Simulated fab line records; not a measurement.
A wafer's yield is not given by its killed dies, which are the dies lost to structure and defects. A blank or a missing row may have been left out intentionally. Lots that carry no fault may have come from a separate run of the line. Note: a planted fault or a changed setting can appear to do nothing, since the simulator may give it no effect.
Which of the tools did it? -- flow gf180mcu -- 13 lots, 39 wafers sampled, at 4 steps of a route of 602

## WHAT THE GAUGES READ, wafer by wafer
GF_VT_IMPLANT_OVL_MEAS_07. Usual: VT_IMPLANT_OVL typically reads -0.3 nm, with standard deviation 1.3.
lot,measured,on,VT_IMPLANT_OVL (nm),flag
L920,day 5 19:27,overlay-01,0.8 -0.5 -3.0,
L921,day 6 04:26,overlay-01,0.9 0.1 2.9,
L922,day 6 09:48,overlay-01,0.3 0.5 -0.3,
L923,day 6 13:33,overlay-02,-0.7 1.5 -0.9,
L924,day 6 20:44,overlay-02,-0.6 -1.3 1.2,
L926,day 7 19:51,overlay-02,-1.9 -1.3 -1.1,
L927,day 7 20:41,overlay-01,-2.6 0.5 -0.4,
L930,day 8 08:53,overlay-02,0.2 -2.0 -3.1,
L931,day 8 18:11,overlay-02,-2.2 1.1 1.0,
L934,day 9 14:08,overlay-01,-3.4 -3.4 0.2,
L937,day 10 05:35,overlay-01,-1.2 0.3 -0.1,
L941,day 11 06:40,overlay-01,-2.2 -1.0 -1.9,
L942,day 11 14:41,overlay-02,0.6 0.6 1.0,

GF_VT_IMPLANT_OVL_MEAS_40. Usual: VT_IMPLANT_03_OVL typically reads 0.7 nm, with standard deviation 1.5.
lot,measured,on,VT_IMPLANT_03_OVL (nm),flag
L920,day 7 18:16,overlay-01,-0.3 1.9 0.1,
L921,day 8 03:26,overlay-02,-1.4 -0.4 -0.3,
L922,day 8 10:25,overlay-01,-2.9 -1.6 -0.7,
L923,day 8 14:41,overlay-02,-1.7 0.4 0.7,
L924,day 8 21:44,overlay-01,0.5 1.3 0.2,
L926,day 9 21:56,overlay-02,-0.2 1.6 0.1,
L927,day 9 23:29,overlay-02,0.2 -1.5 0.1,
L930,day 10 13:05,overlay-02,3.1 2.2 1.7,
L931,day 10 22:23,overlay-02,1.8 2.3 0.0,
L934,day 11 21:40,overlay-02,1.0 2.7 2.1,
L937,day 12 13:02,overlay-02,-0.8 -0.2 -2.6,
L941,day 13 17:36,overlay-01,1.5 1.8 1.0,
L942,day 14 02:57,overlay-02,1.2 1.2 -1.1,

## WHICH TOOL RAN EACH LOT (tool, then ch and the chambers of the sampled wafers, then the start)
lot,GF_STI_WET_ETCH_17,GF_MVSD_STRIP_10
L920,"wet bench-02 ch 0, day 2 06:58","plasma asher-02 ch 0, day 4 14:52"
L921,"wet bench-02 ch 3, day 2 12:46","plasma asher-01 ch 0,1, day 4 22:10"
L922,"wet bench-01 ch 3, day 2 16:55","plasma asher-02 ch 0,1, day 5 03:58"
L923,"wet bench-04 ch 1, day 2 21:55","plasma asher-02 ch 0,1, day 5 08:31"
L924,"wet bench-02 ch 2, day 3 03:04","plasma asher-01 ch 0,1, day 5 15:07"
L926,"wet bench-02 ch 3, day 3 15:04","plasma asher-03 ch 0,1, day 6 12:03"
L927,"wet bench-01 ch 2, day 3 19:52","plasma asher-03 ch 0,1, day 6 13:00"
L930,"wet bench-04 ch 0, day 4 09:31","plasma asher-03 ch 0,1, day 7 01:20"
L931,"wet bench-01 ch 2, day 4 15:52","plasma asher-03 ch 0, day 7 09:28"
L934,"wet bench-02 ch 1, day 5 06:55","plasma asher-02 ch 0,1, day 8 04:08"
L937,"wet bench-01 ch 3, day 5 22:04","plasma asher-02 ch 0,1, day 8 19:12"
L941,"wet bench-04 ch 3, day 6 18:49","plasma asher-03 ch 0,1, day 9 18:29"
L942,"wet bench-01 ch 0, day 7 00:58","plasma asher-01 ch 0,1, day 10 01:22"
- GF_STI_WET_ETCH_17: etches Si3N4 in H3PO4, target depth 45 nm, time 514 s.
- GF_MVSD_STRIP_10: strips in O2/N2.

## WHAT THE TOOLS THEMSELVES READ (means of the sampled wafers that have a number; where no wafer has one, the mark that the record gives instead)
GF_STI_WET_ETCH_17. Usual: bath guard temp C 160.0 C, standard deviation 0.49; temp c 159.98 C, standard deviation 0.13.
lot,tool,bath guard temp C (C),temp c (C),flag
L920,wet bench-02,160.1,160.12,
L921,wet bench-02,160.0,159.87,
L922,wet bench-01,160.8,159.99,
L923,wet bench-04,159.7,159.91,
L924,wet bench-02,159.6,160.04,
L926,wet bench-02,159.9,160.04,
L927,wet bench-01,159.9,159.86,
L930,wet bench-04,159.3,160.03,
L931,wet bench-01,159.9,160.00,
L934,wet bench-02,147.2,146.63,OFF
L937,wet bench-01,160.9,159.98,
L941,wet bench-04,159.7,159.91,
L942,wet bench-01,160.1,159.86,

GF_MVSD_STRIP_10. Usual: drypump motor current A 5.5 A, standard deviation 0.38; heater power w 341 W, standard deviation 27; oes product au 0.728 a.u., standard deviation 0.0049; strip time to endpoint s 36.99 s, standard deviation 0.092.
lot,tool,drypump motor current A (A),heater power w (W),oes product au (a.u.),strip time to endpoint s (s),flag
L920,plasma asher-02,5.4,332,0.724,36.97,
L921,plasma asher-01,5.7,363,0.731,36.96,
L922,plasma asher-02,5.3,342,0.731,37.07,
L923,plasma asher-02,5.4,339,0.728,37.00,
L924,plasma asher-01,6.1,360,0.726,36.96,
L926,plasma asher-03,5.6,315,0.727,37.11,
L927,plasma asher-03,5.5,343,0.732,37.13,
L930,plasma asher-03,5.5,318,0.731,37.04,
L931,plasma asher-03,5.6,370,0.728,36.91,
L934,plasma asher-02,5.4,337,0.732,37.03,
L937,plasma asher-02,5.3,343,0.727,37.05,
L941,plasma asher-03,5.5,338,0.726,36.99,
L942,plasma asher-01,5.7,360,0.730,37.04,

## THE ANSWER, worked out from the rows above alone
Rule: take the mean of a lot's wafers that have a number; if it is more than 3 standard deviations from the usual mean, the lot is off. A lot without any number at a reading at which 4 lots or more have one is off too. The other lots that the step has rows for count as sound. The gauges are gone through in route order, then the tools' own readings, and for those a lot's mean is taken as printed above. The first step at which some lot is off is used, and at that step the reading that is off furthest; a lot without a number counts as furthest.
Off at GF_STI_WET_ETCH_17 (temp c): L934.
A tool fits if, at that step or a process step before it, it ran every lot that is off, and no sound lot after the first of them. One candidate fits, namely wet bench-02 at GF_STI_WET_ETCH_17. A fault onset in the window from L926 (day 3 15:04, its last sound lot) to L934 (day 5 06:55, its first lot off) fits.
The tool's own readings at GF_STI_WET_ETCH_17 bear it out: on the lots that are off they differ by more than 5 times the standard deviation of the sound lots' means. bath guard temp C reads 147.2 C there against 160.0 C on the sound lots; temp c reads 146.63 C there against 159.97 C on the sound lots.

## WHAT THE SIMULATOR PUT IN
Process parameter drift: wet bench-02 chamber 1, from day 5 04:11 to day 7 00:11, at GF_STI_WET_ETCH_17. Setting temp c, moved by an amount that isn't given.
Lots struck among those shown: L934. Same finding as the rule above.
